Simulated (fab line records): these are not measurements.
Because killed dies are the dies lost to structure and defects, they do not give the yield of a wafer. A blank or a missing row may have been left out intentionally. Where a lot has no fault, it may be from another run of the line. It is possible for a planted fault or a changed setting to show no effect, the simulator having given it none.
Problem report, 8D (eight disciplines) form, completed by code	flow sky130	the parts of the form that need people (team, actions taken, sign-off) are left out

== 1. WHAT IS WRONG ==
Mean of killed at contacts at SKY_PAD_OPEN_PROBE_99: 71 across 2 wafers in 2 lots; on wafers with no fault it is 24 (standard deviation 5). Measured from the usual mean, that is +9.4 standard deviations.
Seen first at day 48 22:56 on prober-01, wafer L585.1. The record has a number at this step for 36 wafers belonging to 12 lots. Rule for "out" (also "out of limits"): further than 4 standard deviations from the usual mean. All remaining wafers that have a number are taken as sound.

== 2. WHAT THIS IS AND IS NOT ==
question	is	is not
which readings at this step	killed at contacts, killed dies	killed_at_M0_to_M3, killed_at_M4_up, killed at front end, killed at other, killed short
which lots	L584, L585	L573, L574, L576, L577, L578, L579, L580, L582, L587, L593
which wafers of those lots	L584.5, L585.1	L584.4, L584.6, L585.2, L585.5
read on which tools	prober-01	prober-02
when	from day 48 22:56	up to then (24 sound wafers); but 10 sound wafers of L584, L585, L587, L593 came after

== 3. THE SUSPECTS, EACH WITH WHAT RULES IT OUT ==
Counting: a tool at a process step up to the reading stays a suspect if it ran every lot that is out. Sound lots after the first of them don't rule it out here, since some wafers of a struck lot are sound.
- pvd sputter-03 at SKY_LOCAL_INTERCONNECT_SPUTTER_00 (material TiN, target thk 100 nm, time 83.3 s): kept. It processed each lot that is out (first: L585, day 33 15:05); up to then, its last sound lot is L582 (day 32 04:20).
- cvd w-02 at SKY_VIA2_CVD_21 (deposits W, target thk 420 nm, time 126.4 s): kept. It processed each lot that is out (first: L585, day 40 10:08); up to then, its last sound lot is L582 (day 39 01:06).
- rie metal-01 at SKY_METAL4_ETCH_16 (etches BARC in N2/H2, stops on SiO2, time 88.2 s, target depth 60 nm): kept. It processed each lot that is out (first: L585, day 45 10:01); up to then, its last sound lot is L580 (day 44 00:56).
- prober-01 at SKY_PAD_OPEN_PROBE_99: kept. It processed each lot that is out (first: L585, day 48 22:56); up to then, its last sound lot is L582 (day 47 23:06). On those wafers its own readings are out: killed at contacts, killed dies.
Left after counting: pvd sputter-03 at SKY_LOCAL_INTERCONNECT_SPUTTER_00, cvd w-02 at SKY_VIA2_CVD_21, rie metal-01 at SKY_METAL4_ETCH_16, prober-01 at SKY_PAD_OPEN_PROBE_99.

== 4. THE CAUSE (what the simulator had put in) ==
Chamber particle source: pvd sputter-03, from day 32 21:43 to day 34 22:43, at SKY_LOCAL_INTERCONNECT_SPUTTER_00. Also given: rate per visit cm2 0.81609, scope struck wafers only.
After counting, 4 suspects remain, this tool included.

== 5. THE EFFECT CHAIN, in route order ==
Each row: a reading whose mean over the struck wafers that have a number lies more than 3 standard deviations from the usual. Only readings whose record carries a usual standard deviation are examined. hours: median over the lots of the time between each lot's start at the first step of this table that gives one and its start at this step. sigmas: the change, counted in usual standard deviations.
hours	step	reading	usual	on struck wafers	change	sigmas
0	SKY_PAD_OPEN_PROBE_99	killed at contacts	24	71	+47	+9.4
0	SKY_PAD_OPEN_PROBE_99	killed dies	87	128	+42	+4.2
The process steps in it:
- SKY_PAD_OPEN_PROBE_99

== 6. HOW IT WOULD HAVE BEEN CAUGHT EARLIER ==
The fault began at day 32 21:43; the first out-of-limits reading in this record came at day 48 22:56, 385 hours later.
An alarm limit of 4 standard deviations would not have fired on the tool readings at SKY_LOCAL_INTERCONNECT_SPUTTER_00 for which the record gives a usual standard deviation, since none of them was out on any struck wafer.
Each of the lots that are out, 2 in all, had begun SKY_LOCAL_INTERCONNECT_SPUTTER_00 on pvd sputter-03 no later than day 48 22:56. None of them would have been spared by holding the tool at that moment.
